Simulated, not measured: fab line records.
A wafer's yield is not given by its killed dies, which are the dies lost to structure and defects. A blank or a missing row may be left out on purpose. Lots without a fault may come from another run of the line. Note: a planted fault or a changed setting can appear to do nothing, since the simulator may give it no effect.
Chamber matching | flow gf180mcu | cmp-02 running GF_CONTACT_CMP_27: 4 sister chambers
The step polishes, stops on SiO2, t overpolish 15 s, target thk 0 nm. 8 wafers are shown with their chamber, then 9 later ones without.

## WAFERS, EACH WITH ITS CHAMBER
wafer  | chamber | motor_current_A (A) | time_to_endpoint_s (s)
L854.2 | 3       | 11.5                | 70
L857.3 | 1       | 9.4                 | 77
L857.5 | 1       | 8.8                 | 77
L870.2 | 0       | 10.2                | 71
L870.6 | 2       | 13.2                | 75
L869.3 | 2       | 12.9                | 71
L869.4 | 0       | 10.3                | 74
L869.5 | 3       | 12.3                | 73

## WAFERS WHOSE CHAMBER IS MISSING
wafer  | motor_current_A (A) | time_to_endpoint_s (s)
L871.1 | 11.9                | 72
L871.2 | 12.5                | 69
L871.6 | 12.8                | 70
L872.1 | 9.0                 | 79
L872.2 | 10.6                | 76
L872.6 | 13.1                | 73
L874.3 | 12.8                | 75
L874.5 | 9.0                 | 78
L874.6 | 10.2                | 73

## WHICH CHAMBER EACH ONE RAN IN
wafer  | from the rows above     | in truth
L871.1 | 3                       | 3
L871.2 | can't be placed: 3 or 2 | 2
L871.6 | can't be placed: 2 or 3 | 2
L872.1 | 1                       | 1
L872.2 | 0                       | 0
L872.6 | 2                       | 2
L874.3 | can't be placed: 2 or 3 | 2
L874.5 | 1                       | 1
L874.6 | 0                       | 0
6 of 9 placed correctly. From these rows, 3 cannot be placed; in 3 the true chamber is one of the candidates. Number placed wrongly: 0.
How it was worked out, from the rows above alone: a wafer's distance from a chamber is the root of the sum, over the readings, of the square of ((its reading less the chamber's mean) divided by the reading's scatter). The wafer belongs to the nearest chamber; if the next one is less than 2 further off, it can't be placed. A chamber's mean is the mean of its shown wafers. The scatter is the square root of a quotient: the sum, over the shown wafers, of each reading's squared deviation from its chamber's mean, divided by wafers minus chambers.
